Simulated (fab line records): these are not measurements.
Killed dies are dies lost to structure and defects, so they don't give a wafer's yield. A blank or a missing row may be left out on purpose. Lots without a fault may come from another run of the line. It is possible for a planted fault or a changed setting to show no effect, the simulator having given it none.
Chamber matching	flow gf180mcu	rie diel-04 running GF_CONTACT_ETCH_16: 4 sister chambers
The step etches BARC in N2/H2. 8 wafers are shown with their chamber, then 11 later ones without.

== WAFERS PAIRED WITH THEIR CHAMBERS ==
wafer	chamber	h2 flow sccm (sccm)	oes product au (a.u.)
L085.2	2	199.6	0.854
L085.5	0	200.8	0.856
L086.1	2	200.3	0.852
L088.6	1	201.0	0.853
L091.2	3	199.3	0.859
L091.3	0	200.3	0.849
L091.4	1	198.8	0.859
L092.3	3	199.8	0.850

== WAFERS MISSING THEIR CHAMBER ==
wafer	h2 flow sccm (sccm)	oes product au (a.u.)
L092.4	200.5	0.852
L092.6	200.2	0.852
L093.1	200.1	0.858
L093.3	200.5	0.853
L093.4	200.1	0.850
L096.2	199.2	0.849
L096.3	199.8	0.850
L096.6	200.4	0.849
L097.3	199.8	0.859
L097.5	200.2	0.857
L097.6	199.7	0.858

== WHICH CHAMBER EACH WENT THROUGH ==
wafer	from the rows above	in truth
L092.4	can't be placed: 0 or 2 or 1 or 3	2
L092.6	can't be placed: 2 or 0 or 3 or 1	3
L093.1	can't be placed: 1 or 3 or 2 or 0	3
L093.3	can't be placed: 0 or 2 or 1 or 3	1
L093.4	can't be placed: 2 or 0 or 3 or 1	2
L096.2	can't be placed: 2 or 3 or 1 or 0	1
L096.3	can't be placed: 2 or 3 or 0 or 1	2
L096.6	can't be placed: 0 or 2 or 3 or 1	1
L097.3	can't be placed: 1 or 3 or 2 or 0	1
L097.5	can't be placed: 1 or 2 or 3 or 0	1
L097.6	can't be placed: 1 or 3 or 2 or 0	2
Correct placement for 0 of the 11. Unplaceable from these rows: 11, with the true chamber sitting among the candidates in 11. Wrongly placed: 0.
How it was worked out, from the rows above alone: a wafer's distance from a chamber is the root of the sum, over the readings, of the square of ((its reading less the chamber's mean) divided by the reading's scatter). If the next closest chamber is less than 2 further off than the closest, the wafer can't be placed; otherwise it belongs to the closest. For every chamber, the mean is computed from those of its wafers that are shown. How the scatter is found: for the shown wafers, subtract from each reading the mean of its chamber, square and add these, divide the total by (wafers less chambers), then take the root.
